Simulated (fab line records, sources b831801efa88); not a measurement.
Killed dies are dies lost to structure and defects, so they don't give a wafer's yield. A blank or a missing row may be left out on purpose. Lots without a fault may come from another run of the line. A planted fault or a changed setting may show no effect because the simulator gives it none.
fab line records | flow sky130
record lots=15 wafers=45 last_day=50
route steps=708 shown VIA1@481 VIA3@586 CAP2M@613 VIA4@652
lots that met no fault: from a run of the same line without faults
start_h: hours from the record's first day to the start of the lot's first wafer shown | wait_h: hours since the lot's step before | " the same as in the row above | L1.1+2: a row that stands for several wafers | - no value, or no start given | * or withheld: withheld | < > ~ a bound
route shown NAME@n: a module of which the file shows steps, and the number in the route of the first | usual: mean/standard deviation of fault-free wafers | same: alike in all rows | chamber/n: place in a boat | sites: the reading at each site | _std_site: their standard deviation | _edge_site: outer sites' mean less inner sites' | radius_mm: how far each site lies from the wafer's centre | mask NAME#n: copy n | behind: the tool/chamber that last shaped the wafer | hold: why the lot was held/for how many hours/how that ended | device: the transistor (n, p or np) that didn't switch | end of line: the same wafers' tests at the end of the route | a step without rows: its recipe alone | killed: dies lost to structure and defects at the first sort, not the wafer's yield | map: a wafer's dies, x killed, . not, _ none there
set.NAME: the setting as run; set.NAME@STEP: as run at that earlier step | model.NAME: the simulator's own value behind a step, which no gauge read
steps of the route over a sample of lots; a table a step, a row a wafer
services: from which hour (start_h, from the record's first day; less than 0 if before it) a tool's chamber was out of use, for how many hours, and why
## steps
# step SKY_VIA1_THK_MEAS_23
# recipe thk_meas_gauge=xrf reads=W_of_VIA1_CVD_21
# usual VIA1_W_THK=265/3.4
# columns lot.wafer tool chamber start_h wait_h VIA1_W_THK[nm]
L839.1 film_metro-01 - 781.30 0.1 264
L839.4 " - " " 267
L839.5 " - " " 266
L840.2 film_metro-01 - 799.72 0.1 261
L840.3 " - " " 267
L840.4 " - " " 266
L841.1 film_metro-02 - 815.07 0.1 268
L841.2 " - " " 272
L841.6 " - " " 265
L842.4 film_metro-04 - 820.60 0.1 260
L842.5 " - " " 264
L842.6 " - " " 263
L843.1 film_metro-01 - 823.28 0.1 260
L843.2 " - " " 264
L843.5 " - " " 263
L844.1 film_metro-02 - 832.07 0.1 263
L844.3 " - " " 270
L844.6 " - " " 262
L847.1 film_metro-02 - 858.37 0.1 267
L847.3 " - " " 261
L847.5 " - " " 266
L848.2 film_metro-02 - 861.08 0.1 262
L848.3 " - " " 260
L848.5 " - " " 264
L849.2 film_metro-02 - 873.74 0.1 262
L849.4 " - " " 261
L849.5 " - " " 262
L851.1 film_metro-01 - 879.51 0.1 267
L851.2 " - " " 265
L851.5 " - " " 265
L850.1 film_metro-04 - 880.61 0.1 266
L850.4 " - " " 264
L850.5 " - " " 275
L859.1 film_metro-02 - 954.66 0.1 265
L859.3 " - " " 263
L859.5 " - " " 260
L860.2 film_metro-04 - 956.66 0.1 266
L860.5 " - " " 264
L860.6 " - " " 268
L861.2 film_metro-02 - 962.08 0.1 268
L861.3 " - " " 268
L861.6 " - " " 265
L862.2 film_metro-02 - 966.91 0.1 262
L862.4 " - " " 262
L862.5 " - " " 264
# step SKY_VIA3_OVL_MEAS_13
# usual VIA3_OVL=6/5
# columns lot.wafer tool chamber start_h wait_h VIA3_OVL[nm]
L839.1 overlay-01 - 918.08 0.1 11
L839.4 " - " " 9
L839.5 " - " " 20
L840.2 overlay-01 - 933.05 0.1 5
L840.3 " - " " -2
L840.4 " - " " 7
L841.1 overlay-02 - 949.14 0.1 15
L841.2 " - " " 4
L841.6 " - " " 2
L842.4 overlay-02 - 954.21 0.1 4
L842.5 " - " " 15
L842.6 " - " " 8
L843.1 overlay-02 - 955.34 0.1 7
L843.2 " - " " 4
L843.5 " - " " 10
L844.1 overlay-01 - 964.78 0.1 8
L844.3 " - " " 7
L844.6 " - " " 8
L847.1 overlay-01 - 988.29 0.1 8
L847.3 " - " " 11
L847.5 " - " " 11
L848.2 overlay-02 - 989.85 0.1 11
L848.3 " - " " 5
L848.5 " - " " 4
L849.2 overlay-02 - 1002.75 0.1 -2
L849.4 " - " " 0
L849.5 " - " " -7
L851.1 overlay-02 - 1007.59 0.1 10
L851.2 " - " " 2
L851.5 " - " " 4
L850.1 overlay-02 - 1009.09 0.1 6
L850.4 " - " " -2
L850.5 " - " " 2
L859.1 overlay-01 - 1074.49 0.1 5
L859.3 " - " " 7
L859.5 " - " " 3
L860.2 overlay-02 - 1076.78 0.1 16
L860.5 " - " " 6
L860.6 " - " " 21
L861.2 overlay-02 - 1082.00 0.1 8
L861.3 " - " " 2
L861.6 " - " " 14
L862.2 overlay-02 - 1084.60 0.1 5
L862.4 " - " " -2
L862.5 " - " " -9
# step SKY_CAP2M_PEB_10
# recipe temp_c=withheld time_s=* resist=NOVOLAK
# usual chill_plate_temp_C=* exhaust_pa=45.1/0.93
# columns lot.wafer tool chamber start_h wait_h chill_plate_temp_C exhaust_pa
L839.1 litho_track-01 0 943.37 - * 45.3
L839.4 " 0 " " * 45.7
L839.5 " 0 " " * 44.1
L840.2 litho_track-03 0 958.76 - * 46.1
L840.3 " 0 " " * 45.7
L840.4 " 0 " " * 46.1
L841.1 litho_track-03 0 974.53 - * 42.9
L841.2 " 0 " " * 43.7
L841.6 " 0 " " * 43.4
L842.4 litho_track-01 0 979.15 - * 47.2
L842.5 " 0 " " * 45.0
L842.6 " 0 " " * 45.7
L843.1 litho_track-03 0 980.03 - * 44.6
L843.2 " 0 " " * 46.4
L843.5 " 0 " " * 44.6
L844.1 litho_track-01 0 990.02 - * 44.9
L844.3 " 0 " " * 45.5
L844.6 " 0 " " * 44.6
L847.1 litho_track-02 0 1013.07 - * 45.0
L847.3 " 0 " " * 44.7
L847.5 " 0 " " * 45.0
L848.2 litho_track-02 0 1014.79 - * 45.8
L848.3 " 0 " " * 44.6
L848.5 " 0 " " * 44.3
L849.2 litho_track-03 - 1026.91 - - -
L849.4 " - " " - -
L849.5 " - " " - -
L851.1 litho_track-02 - 1031.62 - - -
L851.2 " - " " - -
L851.5 " - " " - -
L850.1 litho_track-03 - 1033.43 - - -
L850.4 " - " " - -
L850.5 " - " " - -
L859.1 litho_track-02 0 1096.47 - * 45.3
L859.3 " 0 " " * 45.0
L859.5 " 0 " " * 45.8
L860.2 litho_track-01 0 1099.65 - * 46.6
L860.5 " 0 " " * 44.5
L860.6 " 0 " " * 45.3
L861.2 litho_track-03 0 1103.91 - * 44.4
L861.3 " 0 " " * 45.8
L861.6 " 0 " " * 45.6
L862.2 litho_track-01 0 1106.45 - * 46.0
L862.4 " 0 " " * 45.5
L862.5 " 0 " " * 45.1
# step SKY_VIA4_STRIP_13
# recipe chemistry=O2/N2 power_w=1400 pressure_mtorr=1500 platen_temp_c=withheld o2_flow_sccm=3000 n2_flow_sccm=300 overash_fraction=0.5
# usual drypump_motor_current_A=5.8/0.43 oes_product_au=0.710/0.0043 strip_time_to_endpoint_s=12.81/0.035
# columns lot.wafer tool chamber start_h wait_h drypump_motor_current_A oes_product_au rf_hours_counter_h strip_time_to_endpoint_s
L839.1 plasma_asher-02 1 991.88 - 5.7 0.712 26 12.80
L839.4 " 0 " " 5.3 0.714 - 12.80
L839.5 " 0 " " 5.3 0.708 - 12.77
L840.2 plasma_asher-03 1 1009.33 - 5.7 0.706 60 12.78
L840.3 " 1 " " 5.8 0.709 - 12.83
L840.4 " 0 " " 5.6 0.713 - 12.77
L841.1 plasma_asher-03 1 1024.13 - 5.7 0.713 61 12.76
L841.2 " 0 " " 5.6 0.708 61 12.77
L841.6 " 1 " " 5.8 0.695 - 12.75
L842.4 plasma_asher-02 1 1027.77 - 5.7 0.711 - 12.86
L842.5 " 1 " " 5.7 0.705 - 12.83
L842.6 " 0 " " 5.3 0.701 - 12.76
L843.1 plasma_asher-01 0 1029.54 - 6.5 0.711 123 12.79
L843.2 " 1 " " 6.6 0.709 123 12.84
L843.5 " 1 " " 6.6 0.710 - 12.77
L844.1 plasma_asher-03 1 1038.92 - 5.7 0.705 63 12.79
L844.3 " 0 " " 5.6 0.715 - 12.83
L844.6 " 0 " " 5.6 0.715 - 12.77
L847.1 plasma_asher-02 1 1059.47 - 5.7 0.710 34 12.83
L847.3 " 1 " " 5.7 0.707 - 12.80
L847.5 " 1 " " 5.7 0.707 - 12.82
L848.2 plasma_asher-03 1 1061.29 - 5.7 0.704 65 12.78
L848.3 " 1 " " 5.7 0.718 - 12.82
L848.5 " 1 " " 5.7 0.705 - 12.86
L849.2 plasma_asher-02 1 1072.47 - 5.7 0.706 35 12.78
L849.4 " 0 " " 5.3 0.708 - 12.80
L849.5 " 1 " " 5.7 0.712 - 12.81
L851.1 plasma_asher-03 1 1077.98 - 5.7 0.710 67 12.78
L851.2 " 0 " " 5.6 0.714 67 12.82
L851.5 " 1 " " 5.7 0.702 - 12.78
L850.1 plasma_asher-03 0 1079.12 - 5.6 0.713 67 12.81
L850.4 " 0 " " 5.6 0.711 - 12.81
L850.5 " 1 " " 5.8 0.718 - 12.77
L859.1 plasma_asher-02 1 1138.34 - 5.7 0.714 41 12.85
L859.3 " 1 " " 5.7 0.709 - 12.86
L859.5 " 1 " " 5.7 0.707 - 12.83
L860.2 plasma_asher-02 0 1141.49 - 5.3 0.712 41 12.80
L860.5 " 1 " " 5.7 0.710 - 12.84
L860.6 " 0 " " 5.3 0.713 - 12.84
L861.2 plasma_asher-03 1 1145.99 - 5.8 0.710 74 12.81
L861.3 " 0 " " 5.6 0.716 - 12.79
L861.6 " 0 " " 5.6 0.713 - 12.82
L862.2 plasma_asher-01 1 1147.07 - 6.6 0.710 8 12.89
L862.4 " 1 " " 6.6 0.710 - 12.85
L862.5 " 0 " " 6.5 0.705 - 12.89
## services
# columns tool chamber start_h hours kind
plasma_asher-02 - 960.83 9.2 repair
plasma_asher-01 - 979.70 15.6 pm
plasma_asher-01 - 1047.71 13.1 repair
plasma_asher-01 - 1060.80 9.0 pm
plasma_asher-01 0 1060.80 9.0 vent_cycle
plasma_asher-01 1 1060.80 9.0 vent_cycle
plasma_asher-02 - 1065.97 2.8 repair
plasma_asher-01 0 1069.80 - clean
plasma_asher-01 1 1069.80 - clean
plasma_asher-02 - 1110.92 3.7 repair
## key
first_sign step=SKY_CAP2M_PEB_10 reading=tool_record direction=missing
effect none on later readings
met_at SKY_CAP2M_PEB_10
struck_lots L849,L850,L851
sort_left_out L849.2,L849.4,L849.5,L850.1,L850.4,L850.5,L851.1,L851.2,L851.5
not_acting_at SKY_VIA1_THK_MEAS_23,SKY_VIA3_OVL_MEAS_13,SKY_VIA4_STRIP_13
onset_between 1014.79 1026.91
fault kind=skipped_step_whole tool=litho_track-02,litho_track-03 chamber=- onset_h=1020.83 steps=SKY_CAP2M_PEB_10 scope=struck_lots_only
# sort_left_out: the simulated sort isn't trusted on such a fault, so these wafers' sort isn't shown, and their yield isn't known
